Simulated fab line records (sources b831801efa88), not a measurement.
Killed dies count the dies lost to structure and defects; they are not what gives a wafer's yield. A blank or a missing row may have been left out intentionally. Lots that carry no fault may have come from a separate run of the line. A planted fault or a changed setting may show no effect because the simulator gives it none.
Which tool did it? | flow sky130 | 6 lots with 18 wafers sampled at 2 steps, on a route of 708 steps

## WHAT THE GAUGES SHOWED, per wafer
SKY_METAL5_RS_MEAS_05: a four-point-probe measurement.
lot  | measured     | on            | METAL5_ALCU_RS (ohm/sq)
L677 | day 43 10:52 | film-metro-02 | 0.0273 0.0277 0.0269
L680 | day 44 09:29 | film-metro-02 | 0.0270 0.0269 0.0277
L683 | day 45 01:27 | film-metro-01 | 0.0262 0.0270 0.0269
L685 | day 46 01:40 | film-metro-01 | 0.0273 0.0271 0.0271
L689 | day 46 14:43 | film-metro-04 | 0.0272 0.0272 0.0266
L698 | day 48 21:36 | film-metro-01 | 0.0274 0.0271 0.0274

## WHAT TOOL EACH LOT RAN ON (gives the tool, then ch and the chambers of the sampled wafers, and finally the start)
lot  | SKY_LDD_P_STRIP_10
L677 | plasma-asher-02 ch 0,1, day 19 19:47
L680 | plasma-asher-02 ch 0,1, day 21 00:41
L683 | plasma-asher-01 ch 0,1, day 22 02:47
L685 | plasma-asher-01 ch 0,1, day 23 13:15
L689 | plasma-asher-01 ch 0,1, day 24 06:26
L698 | plasma-asher-02 ch 0,1, day 27 07:11
- SKY_LDD_P_STRIP_10: strips in O2/N2.

## THE ANSWER, worked out from the rows above alone
Rule: usual is defined by the lots themselves. The widest of any qualifying gaps counts: lots, ordered by their means at a reading, are off when they make up no more than a third of the lots, leave a main group of 4 or more, and stand apart from it by 3 or more times the standard deviation of that group's means. Not used: any main group whose means are identical at the precision the tables above print for the reading. Also off: a lot with no number at a reading for which 4 or more lots have one. All remaining lots with rows at the step are treated as sound.
None of the lots is off at any reading shown; this tells nothing.

## WHAT THE SIMULATOR HAD PUT IN
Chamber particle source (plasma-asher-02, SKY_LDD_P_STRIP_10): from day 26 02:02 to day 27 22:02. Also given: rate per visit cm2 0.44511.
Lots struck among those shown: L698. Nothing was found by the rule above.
